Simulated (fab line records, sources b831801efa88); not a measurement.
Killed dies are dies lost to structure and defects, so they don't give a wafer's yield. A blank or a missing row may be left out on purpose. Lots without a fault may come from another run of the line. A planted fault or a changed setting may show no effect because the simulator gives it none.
A struck lot beside a sound one | flow sky130 | 16 steps out of a route of 708
Sound: wafers L309.4, L309.5, L309.6. Struck: wafers L316.2, L316.6. (L316.5 of the same lot was not struck and is left out.) The cause comes at the end.
At each step with rows: each side's tool, then ch and its chambers, then its first start. Under that, the readings that differ: sound wafers | struck wafers | difference of the means | sigmas: that difference in standard deviations of wafers without a fault.
alike: readings whose means differ by less than 2 such deviations, and words and numbers that are the same on both sides. not compared: withheld readings, readings that some wafer has no value for, bounds like >300 that may hide the same value, and numbers for which the record gives no deviation and whose values overlap.
The two part at a step that has a row with sigmas, a row that says differs or no value, or rows on one side only. Numbers that don't overlap but have no deviation are shown without sigmas and don't part them. A reading that every wafer of one side lacks parts them only if that side has two wafers or more.

first, 3 steps without rows for these wafers: SKY_METAL2_EXPOSE_12 (exposes mask MM2, target cd 140 nm); SKY_METAL2_PEB_13; SKY_METAL2_DEVELOP_14 (develop time 60 s).
SKY_METAL2_CD_MEAS_15: target cd 140 nm.
  sound on cd_sem-02, day 36 03:44; struck on cd_sem-02, day 38 03:37
  alike: cd_nm
SKY_METAL2_OVL_MEAS_16:
  sound on overlay-02, day 36 03:49; struck on overlay-01, day 38 03:43
  alike: METAL2_OVL
SKY_METAL2_DESCUM_17: chemistry O2, time 8 s.
  sound on rie_metal-02 ch 0,1, day 36 03:51; struck on rie_metal-01 ch 1, day 38 03:46
  reading                     | sound          | struck    | difference | sigmas
  drypump_motor_current_A (A) | 6.16 6.16 6.12 | 5.34 5.35 | -0.80      | -3
  alike: oes_product_au, temp_c
  not compared: rf_hours_counter_h
SKY_METAL2_ETCH_18: etches BARC in N2/H2, stops on SiO2, time 45.9 s, target depth 60 nm.
  sound on rie_metal-02 ch 0,1, day 36 03:53; struck on rie_metal-01 ch 1, day 38 03:50
  reading                     | sound          | struck    | difference | sigmas
  drypump_motor_current_A (A) | 6.15 6.16 6.08 | 5.36 5.35 | -0.77      | -3
  alike: oes_product_au, throttle_valve_pct
  not compared: rf_hours_counter_h
SKY_METAL2_METAL_ETCH_19: etches the open film in Cl2/BCl3, stops on SiO2, target depth 360 nm, time 78 s.
  sound on rie_metal-02 ch 0,1, day 36 03:58; struck on rie_metal-01 ch 1, day 38 03:58
  reading                     | sound          | struck    | difference | sigmas
  drypump_motor_current_A (A) | 6.15 6.14 6.11 | 5.35 5.33 | -0.79      | -3
  alike: oes_product_au, throttle_valve_pct
  not compared: rf_hours_counter_h
SKY_METAL2_STRIP_20: strips in O2/N2.
  sound on plasma_asher-03 ch 0,1, day 36 04:03; struck on plasma_asher-03 ch 0, day 38 04:07
  reading                     | sound          | struck    | difference | sigmas
  drypump_motor_current_A (A) | 5.91 5.92 5.21 | 5.21 5.21 | -0.47      | -2
  alike: oes_product_au, strip_time_to_endpoint_s
  not compared: rf_hours_counter_h
then, 3 steps without rows for these wafers: SKY_METAL2_STRIP_21 (strips in post etch residue remover, time 1200 s); SKY_METAL2_CLEAN_22 (cleans in IPA, time 180 s); SKY_METAL2_CLEAN_23 (cleans in O3/DIW).
SKY_VIA2_HDPCVD_00: deposits SiO2, target thk 1180 nm, time 196.7 s.
  sound on hdpcvd-01 ch 0,1,2, day 36 04:41; struck on hdpcvd-02 ch 0, day 38 04:44
  reading                                  | sound          | struck      | difference | sigmas
  model.SiO2_of_VIA2_HDPCVD_00.thk_nm (nm) | 1182 1171 1186 | 549.6 559.2 | -625.3     |
SKY_VIA2_THK_MEAS_01:
  sound on film_metro-04, day 36 04:46; struck on film_metro-03, day 38 04:52
  reading              | sound          | struck  | difference | sigmas
  VIA2_HDPCVD_THK (nm) | 1181 1170 1185 | 549 560 | -624       | -48
SKY_VIA2_CMP_02: polishes SiO2.
  sound on cmp-02 ch 0,1,2, day 36 04:54; struck on cmp-01 ch 3, day 38 04:55
  alike: motor_current_A, retaining_ring_pressure_frac
-- the record jumps here: 10 days lie between the struck wafers' starts before and after (it left off in module VIA2 and takes up again in module PAD_OPEN, whose first step shown is number 708 of the route) --
SKY_PAD_OPEN_PROBE_99:
  sound on prober-02, day 46 16:04; struck on prober-01, day 48 03:36
  reading                               | sound                | struck        | difference | sigmas
  defect_limited_yield (%)              | 84.1 86.2 85.6       | 80.9 78.3     | -5.7       | -3
  killed_at_front_end                   | 11 7 12              | 19 30         | +14        | +3
  killed_at_other                       | 1 2 1                | 0 0           | -1         | -2
  killed_dies                           | 78 68 71             | 94 107        | +28        | +3
  killed_open                           | 39 39 34             | 53 61         | +20        | +3
  model.etest.tester.sort_n_pass        | 414 424 421          | 217 198       | -212       |
  model.etest.tester.sort_yield_pct (%) | 84.15 86.18 85.57    | 44.11 40.24   | -43.12     |
  model.etest.tester.sort_bin_3_pct (%) | 0.813 0.6098 1.016   | 37.8 39.84    | +38.0      |
  model.etest.met3_comb.leak_log10_a_um | -12.14 -12.05 -11.89 | -6.962 -6.865 | +5.113     |
  alike: killed_at_M0_to_M3, killed_at_M4_up, killed_at_contacts, killed_short

WHERE THEY PART
First at SKY_METAL2_DESCUM_17; last, within this record, at SKY_PAD_OPEN_PROBE_99.

WHY: what the simulator had put in
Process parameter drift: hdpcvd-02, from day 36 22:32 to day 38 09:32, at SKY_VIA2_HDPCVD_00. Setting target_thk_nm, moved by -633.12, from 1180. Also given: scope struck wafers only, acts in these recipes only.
